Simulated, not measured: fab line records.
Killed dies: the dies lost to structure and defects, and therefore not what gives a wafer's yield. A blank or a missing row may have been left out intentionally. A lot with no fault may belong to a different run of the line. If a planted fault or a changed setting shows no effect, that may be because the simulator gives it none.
The tool behind it: which one? || flow gf180mcu || 13 lots with 39 wafers sampled at 5 steps, on a route of 602 steps

WHAT THE GAUGES SHOWED, per wafer
GF_V4_RS_MEAS_24: measurement is done with a four-point probe.
{"lot": "L611", "measured": "day 24 15:59", "on": "film-metro-03", "V4_W_RS (ohm/sq)": "0.334 0.332 0.332"}
{"lot": "L612", "measured": "day 25 07:29", "on": "film-metro-01", "V4_W_RS (ohm/sq)": "0.331 0.325 0.325"}
{"lot": "L613", "measured": "day 25 13:26", "on": "film-metro-04", "V4_W_RS (ohm/sq)": "0.324 0.324 0.324"}
{"lot": "L614", "measured": "day 25 22:10", "on": "film-metro-03", "V4_W_RS (ohm/sq)": "0.333 0.331 0.332"}
{"lot": "L615", "measured": "day 26 04:17", "on": "film-metro-04", "V4_W_RS (ohm/sq)": "0.327 0.340 0.329"}
{"lot": "L616", "measured": "day 26 17:01", "on": "film-metro-01", "V4_W_RS (ohm/sq)": "0.323 0.330 0.323"}
{"lot": "L617", "measured": "day 26 20:40", "on": "film-metro-04", "V4_W_RS (ohm/sq)": "0.327 0.337 0.327"}
{"lot": "L618", "measured": "day 27 14:28", "on": "film-metro-01", "V4_W_RS (ohm/sq)": "0.329 0.329 0.330"}
{"lot": "L622", "measured": "day 28 09:49", "on": "film-metro-03", "V4_W_RS (ohm/sq)": "0.332 0.330 0.328"}
{"lot": "L625", "measured": "day 29 14:23", "on": "film-metro-01", "V4_W_RS (ohm/sq)": "0.336 0.337 0.338"}
{"lot": "L628", "measured": "day 30 04:19", "on": "film-metro-01", "V4_W_RS (ohm/sq)": "0.332 0.336 0.329"}
{"lot": "L633", "measured": "day 31 10:51", "on": "film-metro-03", "V4_W_RS (ohm/sq)": "0.324 0.334 0.324"}
{"lot": "L634", "measured": "day 31 16:11", "on": "film-metro-04", "V4_W_RS (ohm/sq)": "0.330 0.330 0.335"}

GF_MIM_THK_MEAS_06.
{"lot": "L611", "measured": "day 24 16:43", "on": "film-metro-03", "MIM_CVD_05_THK (nm)": "42.5 41.8 42.6"}
{"lot": "L612", "measured": "day 25 08:13", "on": "film-metro-03", "MIM_CVD_05_THK (nm)": "43.0 42.6 43.2"}
{"lot": "L613", "measured": "day 25 14:10", "on": "film-metro-02", "MIM_CVD_05_THK (nm)": "41.9 41.9 42.5"}
{"lot": "L614", "measured": "day 25 22:54", "on": "film-metro-04", "MIM_CVD_05_THK (nm)": "42.0 41.6 42.3"}
{"lot": "L615", "measured": "day 26 05:01", "on": "film-metro-03", "MIM_CVD_05_THK (nm)": "41.9 42.6 43.1"}
{"lot": "L616", "measured": "day 26 17:45", "on": "film-metro-02", "MIM_CVD_05_THK (nm)": "41.5 41.7 42.8"}
{"lot": "L617", "measured": "day 26 21:23", "on": "film-metro-02", "MIM_CVD_05_THK (nm)": "42.0 42.5 43.3"}
{"lot": "L618", "measured": "day 27 15:11", "on": "film-metro-04", "MIM_CVD_05_THK (nm)": "41.8 40.9 40.9"}
{"lot": "L622", "measured": "day 28 10:58", "on": "film-metro-02", "MIM_CVD_05_THK (nm)": "58.1 58.0 58.9 58.1 58.0 58.9"}
{"lot": "L625", "measured": "day 29 15:07", "on": "film-metro-04", "MIM_CVD_05_THK (nm)": "56.9 57.3 58.6 56.9 57.3 58.6"}
{"lot": "L628", "measured": "day 30 05:02", "on": "film-metro-04", "MIM_CVD_05_THK (nm)": "41.3 42.4 42.2"}
{"lot": "L633", "measured": "day 31 11:35", "on": "film-metro-03", "MIM_CVD_05_THK (nm)": "43.2 41.7 42.4"}
{"lot": "L634", "measured": "day 31 16:55", "on": "film-metro-03", "MIM_CVD_05_THK (nm)": "42.5 41.3 42.4"}

GF_MIM_RS_MEAS_10: measurement is done with a four-point probe.
{"lot": "L611", "measured": "day 24 16:53", "on": "film-metro-02", "MIM_ALCU_RS (ohm/sq)": "0.1603 0.1567 0.1602"}
{"lot": "L612", "measured": "day 25 08:23", "on": "film-metro-02", "MIM_ALCU_RS (ohm/sq)": "0.1639 0.1620 0.1629"}
{"lot": "L613", "measured": "day 25 14:20", "on": "film-metro-02", "MIM_ALCU_RS (ohm/sq)": "0.1609 0.1588 0.1578"}
{"lot": "L614", "measured": "day 25 23:04", "on": "film-metro-03", "MIM_ALCU_RS (ohm/sq)": "0.1616 0.1611 0.1644"}
{"lot": "L615", "measured": "day 26 05:12", "on": "film-metro-02", "MIM_ALCU_RS (ohm/sq)": "0.1596 0.1608 0.1603"}
{"lot": "L616", "measured": "day 26 17:56", "on": "film-metro-03", "MIM_ALCU_RS (ohm/sq)": "0.1581 0.1581 0.1596"}
{"lot": "L617", "measured": "day 26 21:33", "on": "film-metro-02", "MIM_ALCU_RS (ohm/sq)": "0.1626 0.1618 0.1630"}
{"lot": "L618", "measured": "day 27 15:22", "on": "film-metro-03", "MIM_ALCU_RS (ohm/sq)": "0.1600 0.1582 0.1595"}
{"lot": "L622", "measured": "day 28 12:29", "on": "film-metro-03", "MIM_ALCU_RS (ohm/sq)": "0.1623 0.1628 0.1654"}
{"lot": "L625", "measured": "day 29 18:42", "on": "film-metro-03", "MIM_ALCU_RS (ohm/sq)": "0.1600 0.1618 0.1607"}
{"lot": "L628", "measured": "day 30 05:13", "on": "film-metro-02", "MIM_ALCU_RS (ohm/sq)": "0.1608 0.1628 0.1607"}
{"lot": "L633", "measured": "day 31 11:45", "on": "film-metro-02", "MIM_ALCU_RS (ohm/sq)": "0.1602 0.1595 0.1587"}
{"lot": "L634", "measured": "day 31 17:05", "on": "film-metro-03", "MIM_ALCU_RS (ohm/sq)": "0.1617 0.1603 0.1615"}

WHICH TOOL RAN EACH LOT (tool, then ch and the chambers of the sampled wafers, then the start)
{"lot": "L611", "GF_V4_ETCH_17": "rie-diel-01 ch 1,2,3, day 24 15:59 or earlier", "GF_MIM_CVD_05": "pecvd-02 ch 1,2, day 24 16:40"}
{"lot": "L612", "GF_V4_ETCH_17": "rie-diel-03 ch 1,3, day 25 07:29 or earlier", "GF_MIM_CVD_05": "pecvd-02 ch 0,1,2, day 25 08:11"}
{"lot": "L613", "GF_V4_ETCH_17": "rie-diel-03 ch 0,1,3, day 25 13:26 or earlier", "GF_MIM_CVD_05": "pecvd-02 ch 0,1,2, day 25 14:07"}
{"lot": "L614", "GF_V4_ETCH_17": "rie-diel-01 ch 0,1,3, day 25 22:10 or earlier", "GF_MIM_CVD_05": "pecvd-03 ch 0,2, day 25 22:51"}
{"lot": "L615", "GF_V4_ETCH_17": "rie-diel-01 ch 0,2,3, day 26 04:17 or earlier", "GF_MIM_CVD_05": "pecvd-03 ch 0,1,2, day 26 04:59"}
{"lot": "L616", "GF_V4_ETCH_17": "rie-diel-04 ch 0,1,2, day 26 17:01 or earlier", "GF_MIM_CVD_05": "pecvd-01 ch 0,1,2, day 26 17:42"}
{"lot": "L617", "GF_V4_ETCH_17": "rie-diel-03 ch 0,1, day 26 20:40 or earlier", "GF_MIM_CVD_05": "pecvd-03 ch 0,2, day 26 21:22"}
{"lot": "L618", "GF_V4_ETCH_17": "rie-diel-04 ch 0,2,3, day 27 14:28 or earlier", "GF_MIM_CVD_05": "pecvd-02 ch 0,1,2, day 27 15:10"}
{"lot": "L622", "GF_V4_ETCH_17": "rie-diel-03 ch 2,3, day 28 09:49 or earlier", "GF_MIM_CVD_05": "pecvd-03 ch 1,2, day 28 10:55"}
{"lot": "L625", "GF_V4_ETCH_17": "rie-diel-01 ch 0,1,3, day 29 14:23 or earlier", "GF_MIM_CVD_05": "pecvd-03 ch 0,1,2, day 29 15:04"}
{"lot": "L628", "GF_V4_ETCH_17": "rie-diel-03 ch 1,2,3, day 30 04:19 or earlier", "GF_MIM_CVD_05": "pecvd-02 ch 0,1,2, day 30 05:00"}
{"lot": "L633", "GF_V4_ETCH_17": "rie-diel-01 ch 2,3, day 31 10:51 or earlier", "GF_MIM_CVD_05": "pecvd-02 ch 0,1, day 31 11:32"}
{"lot": "L634", "GF_V4_ETCH_17": "rie-diel-04 ch 2,3, day 31 16:11 or earlier", "GF_MIM_CVD_05": "pecvd-02 ch 0,1,2, day 31 16:52"}
- GF_V4_ETCH_17: etches SiO2 in C4F8/O2/Ar, stops on TiN, target depth 630 nm.
- GF_MIM_CVD_05: deposits Si3N4, target thk 42 nm, time 29.086 s.

WHAT THE TOOLS THEMSELVES READ (means of the sampled wafers that have a number; where no wafer has one, the mark that the record gives instead)
GF_V4_ETCH_17.
{"lot": "L611", "tool": "rie-diel-01", "oes-product-au (a.u.)": 0.856}
{"lot": "L612", "tool": "rie-diel-03", "oes-product-au (a.u.)": 0.858}
{"lot": "L613", "tool": "rie-diel-03", "oes-product-au (a.u.)": 0.857}
{"lot": "L614", "tool": "rie-diel-01", "oes-product-au (a.u.)": 0.853}
{"lot": "L615", "tool": "rie-diel-01", "oes-product-au (a.u.)": 0.856}
{"lot": "L616", "tool": "rie-diel-04", "oes-product-au (a.u.)": 0.855}
{"lot": "L617", "tool": "rie-diel-03", "oes-product-au (a.u.)": 0.851}
{"lot": "L618", "tool": "rie-diel-04", "oes-product-au (a.u.)": 0.859}
{"lot": "L622", "tool": "rie-diel-03", "oes-product-au (a.u.)": 0.855}
{"lot": "L625", "tool": "rie-diel-01", "oes-product-au (a.u.)": 0.861}
{"lot": "L628", "tool": "rie-diel-03", "oes-product-au (a.u.)": 0.856}
{"lot": "L633", "tool": "rie-diel-01", "oes-product-au (a.u.)": 0.857}
{"lot": "L634", "tool": "rie-diel-04", "oes-product-au (a.u.)": 0.858}

GF_MIM_CVD_05.
{"lot": "L611", "tool": "pecvd-02", "heater-power-w (W)": 710}
{"lot": "L612", "tool": "pecvd-02", "heater-power-w (W)": 731}
{"lot": "L613", "tool": "pecvd-02", "heater-power-w (W)": 763}
{"lot": "L614", "tool": "pecvd-03", "heater-power-w (W)": 706}
{"lot": "L615", "tool": "pecvd-03", "heater-power-w (W)": 753}
{"lot": "L616", "tool": "pecvd-01", "heater-power-w (W)": 623}
{"lot": "L617", "tool": "pecvd-03", "heater-power-w (W)": 670}
{"lot": "L618", "tool": "pecvd-02", "heater-power-w (W)": 701}
{"lot": "L622", "tool": "pecvd-03", "heater-power-w (W)": 701}
{"lot": "L625", "tool": "pecvd-03", "heater-power-w (W)": 737}
{"lot": "L628", "tool": "pecvd-02", "heater-power-w (W)": 701}
{"lot": "L633", "tool": "pecvd-02", "heater-power-w (W)": 750}
{"lot": "L634", "tool": "pecvd-02", "heater-power-w (W)": 734}

THE ANSWER, worked out from the rows above alone
Rule: usual is defined by the lots themselves. The widest of any qualifying gaps counts: lots, ordered by their means at a reading, are off when they make up no more than a third of the lots, leave a main group of 4 or more, and stand apart from it by 3 or more times the standard deviation of that group's means. The tables above print the reading to a certain number of digits; a main group whose means all agree to those digits is not used. Also off: a lot with no number at a reading for which 4 or more lots have one. The other lots that the step has rows for count as sound. First the gauges in route order, then the tools' own readings, where a lot's mean is used as printed above. At the first step where some lot is off, the reading lying furthest off is the one used; lots without a number count as furthest.
Off: L622, L625, at GF_MIM_THK_MEAS_06 (MIM_CVD_05_THK). The main group has a mean of 42.2 nm with a standard deviation of 0.43.
A tool fits if, at a process step before that reading, it ran every lot that is off, and no sound lot after the first of them. Gauges at GF_MIM_THK_MEAS_06: tried the same way as those tools. GF_V4_ETCH_17 gives no start for some lots, so the hours and the order of its lots are those of GF_V4_RS_MEAS_24. One fits: pecvd-03 at GF_MIM_CVD_05. Its last sound lot is L617 (day 26 21:22), its first lot that is off L622 (day 28 10:55): a fault that began between those two fits.

WHAT THE SIMULATOR PUT IN
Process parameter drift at GF_MIM_CVD_05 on pecvd-03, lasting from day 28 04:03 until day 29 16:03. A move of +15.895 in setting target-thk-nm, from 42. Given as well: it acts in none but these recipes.
Lots struck among those shown: L622, L625. Same finding as the rule above.
